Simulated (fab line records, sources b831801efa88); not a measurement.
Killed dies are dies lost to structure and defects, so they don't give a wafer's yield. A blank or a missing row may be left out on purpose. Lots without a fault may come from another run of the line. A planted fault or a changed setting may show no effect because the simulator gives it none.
Chamber matching | flow gf180mcu | GF_V5_CMP_04 on cmp-01: 4 sister chambers
The step polishes SiO2. 8 wafers are shown with their chamber, then 7 later ones without.

WAFERS WITH THEIR CHAMBER
wafer  | chamber | motor_current_A (A) | platen_rpm (rpm)
L533.5 | 1       | 12.3                | 60.05
L534.3 | 1       | 11.9                | 59.99
L535.5 | 2       | 13.1                | 60.02
L538.1 | 0       | 11.5                | 59.97
L538.3 | 3       | 13.1                | 59.98
L538.6 | 2       | 12.0                | 59.96
L539.3 | 3       | 14.9                | 60.00
L539.4 | 0       | 11.1                | 60.00

WAFERS WITHOUT THEIR CHAMBER
wafer  | motor_current_A (A) | platen_rpm (rpm)
L539.5 | 12.4                | 59.96
L551.2 | 14.0                | 60.01
L551.5 | 13.1                | 60.01
L551.6 | 13.5                | 60.03
L552.2 | 11.0                | 59.91
L552.4 | 11.9                | 60.02
L552.6 | 14.0                | 60.02

WHICH CHAMBER EACH WENT THROUGH
wafer  | from the rows above               | in truth
L539.5 | can't be placed: 2 or 0 or 1 or 3 | 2
L551.2 | can't be placed: 3 or 2 or 1      | 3
L551.5 | can't be placed: 2 or 3 or 1 or 0 | 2
L551.6 | can't be placed: 3 or 2 or 1 or 0 | 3
L552.2 | can't be placed: 0 or 2 or 1      | 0
L552.4 | can't be placed: 1 or 2 or 0      | 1
L552.6 | can't be placed: 3 or 2 or 1      | 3
Placed correctly: 0 of 7. Can't be placed from these rows: 7 (the true chamber is among the candidates in 7). Placed wrongly: 0.
How it was worked out, from the rows above alone: a wafer's distance from a chamber is the root of the sum, over the readings, of the square of ((its reading less the chamber's mean) divided by the reading's scatter). The wafer belongs to the nearest chamber; if the next one is less than 2 further off, it can't be placed. A chamber's mean is the mean of its shown wafers. The scatter: the root of (the sum of the squares of (reading less its chamber's mean) over the shown wafers, divided by (wafers less chambers)).
